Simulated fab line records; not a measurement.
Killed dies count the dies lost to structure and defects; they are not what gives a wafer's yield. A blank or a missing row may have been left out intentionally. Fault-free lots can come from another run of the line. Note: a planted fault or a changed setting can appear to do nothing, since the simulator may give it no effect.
fab line records    flow sfqLine
record: lots: 6  wafers: 18  lastDay: 91
route steps=325 shown R5@217 I5@228
lots untouched by any fault: they come from a run of this same line in which no faults occurred
startH: the number of hours between the record's first day and the start of the first shown wafer of the lot    waitH: time in hours since the lot's previous step    " unchanged from the row above    L1.1+2: one row covering several wafers at once    - no value, or no start was given    * or withheld: withheld    < > ~ a bound
route shown NAME@n: NAME is a module with steps in the file, n the number in the route of the first one    usual: the fault-free wafers' mean and standard deviation    same: alike in all rows    chamber/n: place in a boat    sites: readings site by site    _std_site: the standard deviation of these    _edge_site: inner sites' mean taken away from outer sites' mean    radiusMm: how far each site lies from the wafer's centre    mask NAME#n: copy n    behind: the last tool/chamber to shape the wafer    hold: what put the lot on hold/how long, in hours/how the hold closed    device: transistor that didn't switch, given as n, p or np    end of line: the same wafers' tests at the end of the route    step lacking rows: just its recipe    killed: dies that structure and defects cost at the first sort, which is not the same as the wafer's yield    map: the dies of a wafer, with x for killed, . for not killed, _ for no die there
set.NAME: the setting that was run; set.NAME@STEP: the one run at that earlier step    model.NAME: the simulator's own value behind a step, which no gauge read
lots at selected steps of the route; one table per step, one row per wafer
services: a tool's chamber out of use, with start hour (startH, from the record's first day; less than 0 if before it), hours out, and reason
== steps ==
step: SFQ_TRILAYER_R5_LITHO_COAT_141
recipe: resist: BARC  spinRpm: 3000  resistThkNm: 62
step: SFQ_TRILAYER_R5_LITHO_COAT_136
recipe: resist: KrF  spinRpm: 3000  resistThkNm: 600
step: SFQ_TRILAYER_R5_LITHO_SOFTBAKE_140
recipe: tempC: withheld  timeS: withheld  resist: KrF
step: SFQ_TRILAYER_R5_LITHO_EXPOSE_137
recipe: maskId: R5  na: 0.6  sourceShape: conventional  sigmaOuter: 0.65  targetCdNm: 500  doseMj: 14.4
step: SFQ_TRILAYER_R5_LITHO_PEB_139
recipe: pebTempC: 115  pebTimeS: 60  resist: KrF
step: SFQ_TRILAYER_R5_LITHO_DEVELOP_138
recipe: timeS: 60  resist: KrF
step: SFQ_R5_OVL_MEAS_935
usual: R5_OVL: -2/5.5
lot.wafer  tool        chamber  startH   waitH  R5_OVL[nm]
L716.2     overlay-01  -        1517.48  0.1    -3
L716.3     "           -        "        "      1
L716.5     "           -        "        "      3
L722.1     overlay-02  -        1573.87  0.1    -6
L722.2     "           -        "        "      -10
L722.3     "           -        "        "      -6
L723.2     overlay-02  -        1578.68  0.1    -7
L723.4     "           -        "        "      -6
L723.5     "           -        "        "      0
L728.2     overlay-02  -        1600.28  0.1    -13
L728.3     "           -        "        "      -8
L728.5     "           -        "        "      -9
L730.2     overlay-01  -        1615.88  0.1    -3
L730.4     "           -        "        "      -7
L730.5     "           -        "        "      -2
L732.1     overlay-01  -        1640.77  0.1    9
L732.4     "           -        "        "      5
L732.6     "           -        "        "      4
step: SFQ_TRILAYER_R5_BARC_OPEN_METAL_ETCH_177
recipe: maskMaterial: PR  chemistry: O2  targetDepthNm: 125  target: BARC  icpW: 600  biasW: 80  pressureMtorr: 10  timeS: 41.7
usual: drypumpMotorCurrentA: 5.4/0.48  oesProductAu: 0.685/0.0045
lot.wafer  tool         chamber  startH   waitH  drypumpMotorCurrentA  oesProductAu  rfHoursCounterH
L716.2     rieMetal-03  0        1517.51  0.0    5.7                   0.685         1
L716.3     "            1        "        "      4.9                   0.684         -
L716.5     "            0        "        "      5.6                   0.686         -
L722.1     rieMetal-04  0        1573.91  0.0    5.0                   0.684         75
L722.2     "            1        "        "      6.2                   0.682         40
L722.3     "            1        "        "      6.2                   0.682         -
L723.2     rieMetal-03  1        1578.71  0.0    4.9                   0.697         12
L723.4     "            0        "        "      5.6                   0.688         -
L723.5     "            0        "        "      5.6                   0.681         -
L728.2     rieMetal-04  0        1600.31  0.0    5.0                   0.682         79
L728.3     "            1        "        "      6.1                   0.689         -
L728.5     "            1        "        "      6.2                   0.682         -
L730.2     rieMetal-04  1        1615.91  0.0    6.2                   0.680         46
L730.4     "            0        "        "      5.0                   0.683         -
L730.5     "            1        "        "      6.2                   0.685         -
L732.1     rieMetal-04  1        1640.81  0.0    6.2                   0.689         50
L732.4     "            1        "        "      6.2                   0.677         -
L732.6     "            0        "        "      5.0                   0.690         -
step: SFQ_TRILAYER_R5_ETCH_METAL_ETCH_139
recipe: stopOn: SiO2  maskMaterial: PR  chemistry: Cl2  targetDepthNm: 60  icpW: 600  biasW: 80  pressureMtorr: 10  timeS: 40
usual: drypumpMotorCurrentA: 5.4/0.48  oesProductAu: 0.991/0.0059
lot.wafer  tool         chamber  startH   waitH  drypumpMotorCurrentA  oesProductAu  rfHoursCounterH
L716.2     rieMetal-03  0        1517.57  0.0    5.6                   1.001         1
L716.3     "            1        "        "      4.9                   0.991         -
L716.5     "            0        "        "      5.7                   0.990         -
L722.1     rieMetal-04  0        1573.97  0.0    5.0                   0.985         75
L722.2     "            1        "        "      6.2                   0.991         40
L722.3     "            1        "        "      6.2                   0.996         -
L723.2     rieMetal-03  1        1578.77  0.0    4.9                   0.989         12
L723.4     "            0        "        "      5.6                   0.995         -
L723.5     "            0        "        "      5.7                   1.001         -
L728.2     rieMetal-04  0        1600.37  0.0    5.0                   0.999         79
L728.3     "            1        "        "      6.1                   0.979         -
L728.5     "            1        "        "      6.1                   0.990         -
L730.2     rieMetal-04  1        1615.97  0.0    6.2                   0.984         46
L730.4     "            0        "        "      5.0                   0.995         -
L730.5     "            1        "        "      6.2                   0.983         -
L732.1     rieMetal-04  1        1640.87  0.0    6.2                   0.992         50
L732.4     "            1        "        "      6.2                   0.991         -
L732.6     "            0        "        "      5.0                   0.994         -
step: SFQ_TRILAYER_R5_STRIP_STRIP_140
recipe: gas: O2  powerW: 200  platenTempC: 40  overashFraction: 0.65  chemistry: O2  pressureMtorr: 50
usual: drypumpMotorCurrentA: 5.4/0.48  oesProductAu: 1.001/0.0075
same: overashFraction: 0.65
lot.wafer  tool         chamber  startH   waitH  drypumpMotorCurrentA  oesProductAu  rfHoursCounterH
L716.2     rieMetal-03  0        1517.63  0.0    5.7                   0.994         1
L716.3     "            1        "        "      4.9                   1.000         -
L716.5     "            0        "        "      5.6                   0.996         -
L722.1     rieMetal-04  0        1574.03  0.0    5.0                   1.005         75
L722.2     "            1        "        "      6.2                   1.009         40
L722.3     "            1        "        "      6.2                   0.989         -
L723.2     rieMetal-03  1        1578.83  0.0    4.9                   0.991         12
L723.4     "            0        "        "      5.6                   1.008         -
L723.5     "            0        "        "      5.6                   1.012         -
L728.2     rieMetal-04  0        1600.43  0.0    5.0                   1.008         79
L728.3     "            1        "        "      6.2                   1.008         -
L728.5     "            1        "        "      6.2                   1.000         -
L730.2     rieMetal-04  1        1616.03  0.0    6.2                   0.993         47
L730.4     "            0        "        "      5.0                   1.011         -
L730.5     "            1        "        "      6.1                   0.990         -
L732.1     rieMetal-04  1        1640.93  0.0    6.2                   0.993         50
L732.4     "            1        "        "      6.2                   0.999         -
L732.6     "            0        "        "      5.0                   1.004         -
step: SFQ_TRILAYER_R5_STRIP_SOLV_CLEAN_141
recipe: chemistry: NMP  tempC: 70  timeS: 600
step: SFQ_TRILAYER_A5C_DEP_PECVD_142
recipe: material: SiO2  tempC: 150  timeS: 15.556  pressureTorr: 2.4  rfW: 183.3  precursor: SiH4/N2O  targetThkNm: 70
usual: heaterPowerW: 83/9.1  throttleValvePct: 24.7/2.1
lot.wafer  tool      chamber  startH   waitH  heaterPowerW  throttleValvePct
L716.2     pecvd-04  1        1518.40  0.0    83            24.0
L716.3     "         0        "        "      90            28.7
L716.5     "         2        "        "      88            24.1
L722.1     pecvd-04  1        1574.80  0.0    79            24.3
L722.2     "         0        "        "      83            28.5
L722.3     "         2        "        "      90            24.6
L723.2     pecvd-02  0        1579.60  0.0    85            23.0
L723.4     "         0        "        "      84            22.7
L723.5     "         2        "        "      90            22.9
L728.2     pecvd-03  1        1601.20  0.0    80            25.8
L728.3     "         0        "        "      90            25.1
L728.5     "         0        "        "      89            25.4
L730.2     pecvd-04  2        1616.80  0.0    95            24.5
L730.4     "         0        "        "      93            28.6
L730.5     "         1        "        "      83            24.2
L732.1     pecvd-02  2        1641.70  0.0    89            22.6
L732.4     "         1        "        "      78            21.6
L732.6     "         1        "        "      79            21.8
step: SFQ_TRILAYER_I5_LITHO_COAT_149
recipe: resist: BARC  spinRpm: 3000  resistThkNm: 62
lot.wafer  tool           chamber  startH   waitH  model.BARC_of_TRILAYER_I5_LITHO_COAT_149.thkNm
L716.2     lithoTrack-03  0        1518.48  0.1    62.12
L716.3     "              0        "        "      62.17
L716.5     "              0        "        "      61.91
L722.1     lithoTrack-04  0        1574.83  0.0    61.67
L722.2     "              0        "        "      61.8
L722.3     "              0        "        "      61.49
L723.2     lithoTrack-03  0        1579.68  0.1    58.55
L723.4     "              0        "        "      62.18
L723.5     "              0        "        "      62.11
L728.2     lithoTrack-03  0        1601.28  0.1    58.45
L728.3     "              0        "        "      58.32
L728.5     "              0        "        "      62.1
L730.2     lithoTrack-04  0        1616.88  0.1    61.96
L730.4     "              0        "        "      61.86
L730.5     "              0        "        "      61.92
L732.1     lithoTrack-01  0        1641.74  0.0    61.99
L732.4     "              0        "        "      62.07
L732.6     "              0        "        "      62.14
step: SFQ_TRILAYER_I5_LITHO_COAT_144
recipe: resist: KrF  spinRpm: 3000  resistThkNm: 650
step: SFQ_TRILAYER_I5_LITHO_SOFTBAKE_148
recipe: tempC: withheld  timeS: withheld  resist: KrF
step: SFQ_TRILAYER_I5_LITHO_EXPOSE_145
recipe: maskId: I5  na: 0.6  sourceShape: conventional  sigmaOuter: 0.65  targetCdNm: 700  doseMj: 21.3
step: SFQ_TRILAYER_I5_LITHO_PEB_147
recipe: pebTempC: 115  pebTimeS: 60  resist: KrF
step: SFQ_TRILAYER_I5_LITHO_DEVELOP_146
recipe: timeS: 60  resist: KrF
step: SFQ_I5_OVL_MEAS_936
usual: I5_OVL: -1/4.9
lot.wafer  tool        chamber  startH   waitH  I5_OVL[nm]
L716.2     overlay-02  -        1656.08  0.1    -2
L716.3     "           -        "        "      6
L716.5     "           -        "        "      4
L722.1     overlay-01  -        1715.16  0.1    0
L722.2     "           -        "        "      -2
L722.3     "           -        "        "      5
L723.2     overlay-02  -        1719.80  0.1    -1
L723.4     "           -        "        "      4
L723.5     "           -        "        "      5
L728.2     overlay-02  -        1738.77  0.1    -7
L728.3     "           -        "        "      1
L728.5     "           -        "        "      -8
L730.2     overlay-01  -        1745.97  0.1    3
L730.4     "           -        "        "      10
L730.5     "           -        "        "      2
L732.1     overlay-01  -        1761.39  0.1    -2
L732.4     "           -        "        "      -2
L732.6     "           -        "        "      0
step: SFQ_TRILAYER_I5_BARC_OPEN_VIA_ETCH_200
recipe: maskMaterial: PR  chemistry: O2  targetDepthNm: 125  target: BARC  sourceW: 500  biasW: 80  pressureMtorr: 30  timeS: 41.7
usual: drypumpMotorCurrentA: 5.5/0.44  oesProductAu: 0.685/0.0043
lot.wafer  tool        chamber  startH   waitH  drypumpMotorCurrentA  oesProductAu  rfHoursCounterH  model.etch.depthNm
L716.2     rieDiel-03  0        1656.11  0.0    4.8                   0.689         1                62.12
L716.3     "           1        "        "      5.6                   0.689         0                62.17
L716.5     "           0        "        "      4.8                   0.691         -                61.91
L722.1     rieDiel-03  1        1715.19  0.0    5.6                   0.682         1                61.67
L722.2     "           0        "        "      4.8                   0.687         2                61.8
L722.3     "           2        "        "      5.7                   0.686         15               61.49
L723.2     rieDiel-03  3        1719.83  0.0    4.9                   0.670         0                58.55
L723.4     "           0        "        "      4.8                   0.693         2                62.18
L723.5     "           3        "        "      4.9                   0.677         -                62.11
L728.2     rieDiel-01  2        1738.80  0.0    5.8                   0.668         10               58.45
L728.3     "           1        "        "      4.9                   0.662         11               58.32
L728.5     "           1        "        "      4.9                   0.686         -                62.1
L730.2     rieDiel-03  3        1746.00  0.0    4.9                   0.683         1                61.96
L730.4     "           0        "        "      4.8                   0.688         2                61.86
L730.5     "           2        "        "      5.7                   0.686         -                61.92
L732.1     rieDiel-04  1        1761.43  0.0    5.8                   0.687         12               61.99
L732.4     "           0        "        "      5.7                   0.684         17               62.07
L732.6     "           3        "        "      5.7                   0.690         -                62.14
step: SFQ_TRILAYER_I5_ETCH_VIA_ETCH_147
recipe: stopOn: Nb  maskMaterial: PR  chemistry: CHF3  targetDepthNm: 360  sourceW: 500  biasW: 80  pressureMtorr: 30  timeS: withheld
usual: drypumpMotorCurrentA: 5.5/0.44  oesProductAu: 0.990/0.0059
lot.wafer  tool        chamber  startH   waitH  drypumpMotorCurrentA  oesProductAu
L716.2     rieDiel-03  0        1656.15  0.0    4.8                   0.991
L716.3     "           1        "        "      5.6                   0.983
L716.5     "           0        "        "      4.8                   0.988
L722.1     rieDiel-03  1        1715.23  0.0    5.6                   0.988
L722.2     "           0        "        "      4.8                   0.991
L722.3     "           2        "        "      5.7                   0.994
L723.2     rieDiel-03  3        1719.87  0.0    4.9                   0.978
L723.4     "           0        "        "      4.9                   0.989
L723.5     "           3        "        "      4.9                   0.979
L728.2     rieDiel-01  2        1738.84  0.0    5.8                   0.994
L728.3     "           1        "        "      4.9                   0.992
L728.5     "           1        "        "      4.9                   0.995
L730.2     rieDiel-03  3        1746.04  0.0    4.9                   0.987
L730.4     "           0        "        "      4.8                   0.988
L730.5     "           2        "        "      5.7                   0.990
L732.1     rieDiel-04  1        1761.47  0.0    5.8                   0.993
L732.4     "           0        "        "      5.7                   0.986
L732.6     "           3        "        "      5.7                   0.977
== services ==
tool         chamber  startH   hours  kind
pecvd-04     2        1505.21  4.4    repair
rieDiel-04   0        1514.15  5.5    repair
pecvd-02     1        1517.58  7.5    repair
rieDiel-03   1        1533.17  4.0    repair
rieDiel-01   3        1533.75  4.4    repair
rieDiel-04   3        1539.59  3.4    repair
rieDiel-04   -        1565.13  0.4    repair
rieDiel-03   0        1566.84  15.5   repair
rieMetal-03  -        1627.91  14.6   pm
pecvd-02     -        1628.83  6.0    pm
rieDiel-01   0        1634.63  19.2   repair
pecvd-02     0        1636.64  5.7    repair
rieDiel-03   -        1661.32  1.1    repair
pecvd-04     -        1686.25  14.0   pm
rieDiel-04   -        1686.42  15.6   pm
rieDiel-01   2        1687.38  4.7    repair
rieMetal-03  0        1705.11  4.5    repair
rieMetal-03  -        1705.53  1.1    repair
rieDiel-01   2        1706.16  1.9    repair
rieMetal-03  -        1712.25  2.8    pm
pecvd-02     -        1719.24  2.8    pm
rieDiel-03   0        1734.46  4.5    repair
rieDiel-03   -        1736.80  0.6    repair
rieDiel-03   0        1749.94  4.2    repair
== key ==
firstSign: step: SFQ_TRILAYER_I5_BARC_OPEN_VIA_ETCH_200  reading: oesProductAu  direction: down  sigmas: 4.3  usual: 0.685  struck: 0.667
effect none on later readings
modelEffect: step: SFQ_TRILAYER_I5_LITHO_COAT_149  value: BARC_of_TRILAYER_I5_LITHO_COAT_149.thkNm  without: 62.18  struck: 58.44
modelEffect: step: SFQ_TRILAYER_I5_BARC_OPEN_VIA_ETCH_200  value: etch.depthNm  without: 62.18  struck: 58.44
metAt SFQ_TRILAYER_I5_LITHO_COAT_149
struckWafers L723.2,L728.2,L728.3
onsetBetween 1518.48 1579.68
fault: kind: processParameterDrift  tool: lithoTrack-03  chamber: -  onsetH: 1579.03  steps: SFQ_TRILAYER_I5_LITHO_COAT_149  channel: resistThkNm  offset: -3.7279  shape: step  endH: 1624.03  scope: struckWafersOnly  actsIn: theseRecipesOnly  stated: 62
